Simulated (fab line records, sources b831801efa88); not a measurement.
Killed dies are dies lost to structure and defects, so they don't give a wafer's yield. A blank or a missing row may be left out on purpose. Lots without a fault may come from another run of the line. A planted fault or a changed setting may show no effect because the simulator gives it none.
Chamber matching | flow sky130 | SKY_VIA1_HDPCVD_00 on hdpcvd-01: 3 sister chambers
The step deposits SiO2, target thk 1030 nm, time 171.7 s. 16 wafers are shown with their chamber, then 8 later ones without.

WAFERS WITH THEIR CHAMBER
wafer  | chamber | susceptor_temp_C (C)
L283.2 | 1       | 400.28
L283.3 | 2       | 400.10
L283.5 | 2       | 400.07
L284.1 | 1       | 400.13
L284.5 | 0       | 400.31
L284.6 | 2       | 400.02
L286.1 | 1       | 400.33
L286.5 | 1       | 400.22
L286.6 | 0       | 399.79
L290.1 | 2       | 399.96
L290.5 | 0       | 399.98
L290.6 | 1       | 400.32
L292.4 | 1       | 399.79
L292.5 | 0       | 399.78
L292.6 | 2       | 399.87
L291.1 | 1       | 399.71

SIGNATURES (means of the wafers above)
reading          | chamber 0 | chamber 1 | chamber 2 | scatter within a chamber
susceptor_temp_C | 399.9650  | 400.1114  | 400.0040  | 0.217
Rule: a wafer's distance from a chamber is the root of the sum, over the readings, of the square of ((its reading less the chamber's mean) divided by the reading's scatter). The wafer belongs to the nearest chamber; if the next one is less than 2 further off, it can't be placed. The scatter: the root of (the sum of the squares of (reading less its chamber's mean) over the shown wafers, divided by (wafers less chambers)).

WAFERS WITHOUT THEIR CHAMBER
wafer  | susceptor_temp_C (C)
L291.2 | 400.05
L291.4 | 399.84
L300.1 | 399.98
L300.2 | 400.12
L300.6 | 400.30
L302.4 | 399.65
L302.5 | 400.02
L302.6 | 399.87

WHICH CHAMBER EACH WENT THROUGH
wafer  | from the rows above          | in truth
L291.2 | can't be placed: 2 or 1 or 0 | 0
L291.4 | can't be placed: 0 or 2 or 1 | 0
L300.1 | can't be placed: 0 or 2 or 1 | 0
L300.2 | can't be placed: 1 or 2 or 0 | 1
L300.6 | can't be placed: 1 or 2 or 0 | 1
L302.4 | can't be placed: 0 or 2 or 1 | 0
L302.5 | can't be placed: 2 or 0 or 1 | 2
L302.6 | can't be placed: 0 or 2 or 1 | 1
Placed correctly: 0 of 8. Can't be placed from these rows: 8 (the true chamber is among the candidates in 8). Placed wrongly: 0.
